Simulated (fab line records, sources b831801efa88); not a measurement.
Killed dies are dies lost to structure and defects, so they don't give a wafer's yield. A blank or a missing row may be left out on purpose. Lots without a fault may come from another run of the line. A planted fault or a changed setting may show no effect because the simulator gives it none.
One fault seen from 2 desks | flow gf180mcu | each desk has only its own numbers; what lay behind them comes last

THE METROLOGY DESK
What the gauges read, lot by lot, whatever tool the lot ran on: means of the sampled wafers that have a number. A lot is out of limits, marked OUT, if its mean lies more than 4 standard deviations from the usual mean; the brackets give that distance.
Columns: A = NWELL_OVL at GF_NWELL_OVL_MEAS_07, usual -0.8 nm; B = VT_IMPLANT_03_OVL at GF_VT_IMPLANT_OVL_MEAS_40, usual -0.1 nm; C = POLY_GATE_CVD_00_THK at GF_POLY_GATE_THK_MEAS_01, usual 200.7 nm
lot  | first seen here | A    | B    | C
L204 | day 3 09:29     | 2.2  | -2.2 | 200.2
L205 | day 3 15:33     | -1.3 | 1.7  | 199.7
L206 | day 3 22:05     | -1.1 | 1.9  | 203.2
L207 | day 4 00:30     | -1.1 | -0.5 | 201.1
L208 | day 4 05:59     | -0.2 | -1.1 | 198.3
L210 | day 4 16:41     | -0.2 | 0.3  | 197.7
L214 | day 5 18:25     | 0.3  | -0.5 | 201.7
L216 | day 6 04:23     | -0.8 | -0.1 | 197.0
L217 | day 6 09:01     | -3.0 | 2.8  | 201.8
L219 | day 6 20:39     | 0.5  | 0.2  | 201.5
L221 | day 7 05:08     | -0.5 | 2.3  | 202.1
L222 | day 7 08:45     | 0.2  | -2.1 | 200.8
L223 | day 7 15:11     | 0.0  | 0.1  | 203.2
L224 | day 7 19:35     | -0.8 | 1.3  | 201.2
This desk's finding: nothing out of limits on any of the 14 lots.

THE TOOL OWNER'S DESK: implanter-03
The tool's own readings at GF_VT_IMPLANT_IMPLANT_41: means of the sampled wafers that have a number, for each lot that ran on this tool. A lot is out of limits, marked OUT, if its mean lies more than 4 standard deviations from the usual mean; the brackets give that distance.
Columns: A = beam_energy_keV at GF_VT_IMPLANT_IMPLANT_41, usual 69.995
lot  | first seen here | A
L205 | day 7 20:53     | 69.983
L206 | day 8 05:05     | 69.999
L210 | day 9 05:53     | 70.022
L216 | day 11 01:35    | 76.072 (+99 or more) OUT
L219 | day 11 21:55    | 76.096 (+99 or more) OUT
This desk's finding: out of limits on L216, L219; first on L216, day 11 01:35 (beam_energy_keV at GF_VT_IMPLANT_IMPLANT_41). In limits: L205, L206, L210.

PUT TOGETHER
The tool owner's desk could have raised an alarm at day 11 01:35, on L216, L219.
The metrology desk saw nothing out of limits.
The metrology desk has L216, L219 on record, within its limits.
Of the lots named, all ran GF_VT_IMPLANT_IMPLANT_41 on implanter-03.

WHAT THE SIMULATOR HAD PUT IN
Process parameter drift: implanter-03, from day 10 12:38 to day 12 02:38, at GF_VT_IMPLANT_IMPLANT_41. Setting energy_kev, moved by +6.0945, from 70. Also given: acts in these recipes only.
Lots struck among those shown: L216, L219.
Hours from the fault's start to each desk's first reading out of limits: the tool owner's desk, 13.
